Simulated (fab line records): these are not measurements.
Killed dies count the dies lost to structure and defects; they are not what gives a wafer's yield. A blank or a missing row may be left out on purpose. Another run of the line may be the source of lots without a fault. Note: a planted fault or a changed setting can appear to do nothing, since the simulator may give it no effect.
What tool caused it? | flow sky130 | 39 wafers from 13 lots sampled at 3 of the route's 708 steps

== WHAT EACH GAUGE READ, for each wafer ==
SKY_LDD_LDN_OVL_MEAS_07.
lot  | measured     | on         | LDD_LDN_OVL (nm)
L684 | day 22 21:40 | overlay-02 | 0.5 1.4 1.1
L685 | day 23 03:43 | overlay-02 | 0.2 0.7 1.2
L687 | day 24 02:01 | overlay-01 | 0.4 0.0 0.0
L691 | day 25 22:29 | overlay-01 | 0.5 -1.8 -0.9
L689 | day 25 22:41 | overlay-02 | 0.5 0.3 -0.4
L690 | day 26 02:34 | overlay-01 | 0.8 0.1 2.4
L694 | day 27 02:07 | overlay-01 | 2.0 2.5 1.6
L701 | day 29 11:04 | overlay-01 | 1.0 0.8 1.5
L702 | day 29 22:19 | overlay-02 | 1.6 -1.5 0.7
L703 | day 30 01:52 | overlay-02 | 2.2 1.7 2.0
L704 | day 30 11:31 | overlay-01 | -2.0 -0.3 -1.0
L705 | day 30 12:11 | overlay-01 | -0.1 -0.2 -0.6
L706 | day 30 15:10 | overlay-02 | 1.4 2.5 0.4

SKY_POLY_CUT_OVL_MEAS_09.
lot  | measured     | on         | POLY_CUT_OVL (nm)
L684 | day 24 06:09 | overlay-02 | 1 3 0
L685 | day 24 12:22 | overlay-01 | -2 -4 -1
L687 | day 25 10:07 | overlay-01 | -1 0 3
L691 | day 27 05:30 | overlay-01 | -8 -9 0
L689 | day 27 06:02 | overlay-01 | 2 -1 5
L690 | day 27 10:10 | overlay-02 | -9 -11 -7
L694 | day 28 09:53 | overlay-02 | -6 -8 -3
L701 | day 30 18:41 | overlay-01 | -9 0 1
L702 | day 31 04:13 | overlay-01 | -8 -2 4
L703 | day 31 09:44 | overlay-02 | 1 -8 4
L704 | day 31 17:21 | overlay-01 | -2 2 -7
L705 | day 31 18:20 | overlay-01 | 0 -1 -5
L706 | day 31 21:00 | overlay-02 | 1 1 2

== EACH LOT AND THE TOOL THAT RAN IT (in order: tool; ch and the chambers of the sampled wafers; start) ==
lot  | SKY_LDD_N_STRIP_16
L684 | plasmaAsher-03 ch 0,1, day 17 21:34
L685 | plasmaAsher-03 ch 0,1, day 18 04:15
L687 | plasmaAsher-01 ch 0,1, day 19 01:36
L691 | plasmaAsher-01 ch 1, day 20 21:53
L689 | plasmaAsher-01 ch 0,1, day 20 22:47
L690 | plasmaAsher-02 ch 0,1, day 21 03:11
L694 | plasmaAsher-02 ch 0,1, day 22 01:52
L701 | plasmaAsher-01 ch 0,1, day 24 13:46
L702 | plasmaAsher-03 ch 0,1, day 25 02:02
L703 | plasmaAsher-02 ch 0,1, day 25 07:11
L704 | plasmaAsher-01 ch 0,1, day 25 15:37
L705 | plasmaAsher-02 ch 0, day 25 16:31
L706 | plasmaAsher-02 ch 1, day 25 20:28
- SKY_LDD_N_STRIP_16: strips in O2/N2.

== WHAT THE TOOLS THEMSELVES READ (means of the sampled wafers that have a number; where no wafer has one, the mark that the record gives instead) ==
SKY_LDD_N_STRIP_16.
lot  | tool           | drypumpMotorCurrentA (A) | oesProductAu (a.u.) | stripTimeToEndpointS (s)
L684 | plasmaAsher-03 | 5.65                     | 0.405               | 4.301
L685 | plasmaAsher-03 | 5.57                     | 0.409               | 4.317
L687 | plasmaAsher-01 | 5.38                     | 0.408               | 4.325
L691 | plasmaAsher-01 | 5.55                     | 0.407               | 4.312
L689 | plasmaAsher-01 | 5.47                     | 0.403               | 4.320
L690 | plasmaAsher-02 | 5.61                     | 0.402               | 4.316
L694 | plasmaAsher-02 | 5.60                     | 0.414               | 4.315
L701 | plasmaAsher-01 | 5.47                     | 0.409               | 4.326
L702 | plasmaAsher-03 | 5.56                     | 0.406               | 4.314
L703 | plasmaAsher-02 | 5.35                     | 0.405               | 4.330
L704 | plasmaAsher-01 | 5.46                     | 0.408               | 4.312
L705 | plasmaAsher-02 | 5.86                     | 0.407               | 4.319
L706 | plasmaAsher-02 | 5.10                     | 0.404               | 4.299

== THE ANSWER, worked out from the rows above alone ==
Rule: the lots themselves supply what counts as usual. Put in order of their means at a reading, lots are off if they are a third of the lots or fewer, leave a main group of 4 or more, and stand apart from it by a gap of 3 or more times the standard deviation of the main group's means; of several such gaps the widest counts. If all means in a main group match to the digits the tables above print for the reading, that group is not used. A lot without any number at a reading at which 4 lots or more have one is off too. The other lots that the step has rows for count as sound. Order of review: gauges by route order, followed by the tools' own readings, for which a lot's mean as printed above is used. The first step at which some lot is off is used, and at that step the reading that is off furthest; a lot without a number counts as furthest.
Across all readings shown, no lot is off: no conclusion can be drawn from this.

== WHAT HAD BEEN PUT IN BY THE SIMULATOR ==
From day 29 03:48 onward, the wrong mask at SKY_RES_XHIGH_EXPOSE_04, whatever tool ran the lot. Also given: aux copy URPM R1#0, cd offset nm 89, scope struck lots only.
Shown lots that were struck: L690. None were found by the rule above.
